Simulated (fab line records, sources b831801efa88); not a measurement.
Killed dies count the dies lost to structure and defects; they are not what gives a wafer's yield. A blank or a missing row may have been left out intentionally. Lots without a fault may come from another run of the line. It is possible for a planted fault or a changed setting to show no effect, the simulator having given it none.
Chamber matching | flow sky130 | SKY_LI_CONTACT_ETCH_15 on rie diel-03 has 4 sister chambers
The step etches PSG in C4F8/O2/Ar, stops on Si, target depth 600 nm. 8 wafers are shown with their chamber, then 10 later ones without.

## EACH WAFER AND ITS CHAMBER
wafer  | chamber | oes product au (a.u.)
L083.3 | 0       | 0.842
L086.2 | 0       | 0.829
L086.4 | 2       | 0.835
L086.5 | 3       | 0.831
L087.1 | 3       | 0.835
L087.6 | 1       | 0.829
L088.1 | 1       | 0.833
L088.4 | 2       | 0.837

## WAFERS WITH NO CHAMBER GIVEN
wafer  | oes product au (a.u.)
L088.5 | 0.841
L092.3 | 0.841
L092.5 | 0.831
L092.6 | 0.832
L094.1 | 0.838
L094.3 | 0.837
L094.5 | 0.836
L093.1 | 0.840
L093.2 | 0.839
L093.4 | 0.844

## EACH ONE'S CHAMBER
wafer  | from the rows above               | in truth
L088.5 | can't be placed: 2 or 0 or 3 or 1 | 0
L092.3 | can't be placed: 2 or 0 or 3 or 1 | 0
L092.5 | can't be placed: 1 or 3 or 0 or 2 | 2
L092.6 | can't be placed: 1 or 3 or 0 or 2 | 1
L094.1 | can't be placed: 2 or 0 or 3 or 1 | 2
L094.3 | can't be placed: 2 or 0 or 3 or 1 | 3
L094.5 | can't be placed: 2 or 0 or 3 or 1 | 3
L093.1 | can't be placed: 2 or 0 or 3 or 1 | 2
L093.2 | can't be placed: 2 or 0 or 3 or 1 | 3
L093.4 | can't be placed: 2 or 0 or 3 or 1 | 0
0 of 10 placed correctly. Cannot be placed on the basis of these rows: 10; the candidates contain the true chamber in 10. Number placed wrongly: 0.
How it was worked out, from the rows above alone: a wafer's distance from a chamber is the root of the sum, over the readings, of the square of ((its reading less the chamber's mean) divided by the reading's scatter). The wafer belongs to the nearest chamber; if the next one is less than 2 further off, it can't be placed. Each chamber's mean is taken over the wafers shown for it. The scatter: the root of (the sum of the squares of (reading less its chamber's mean) over the shown wafers, divided by (wafers less chambers)).
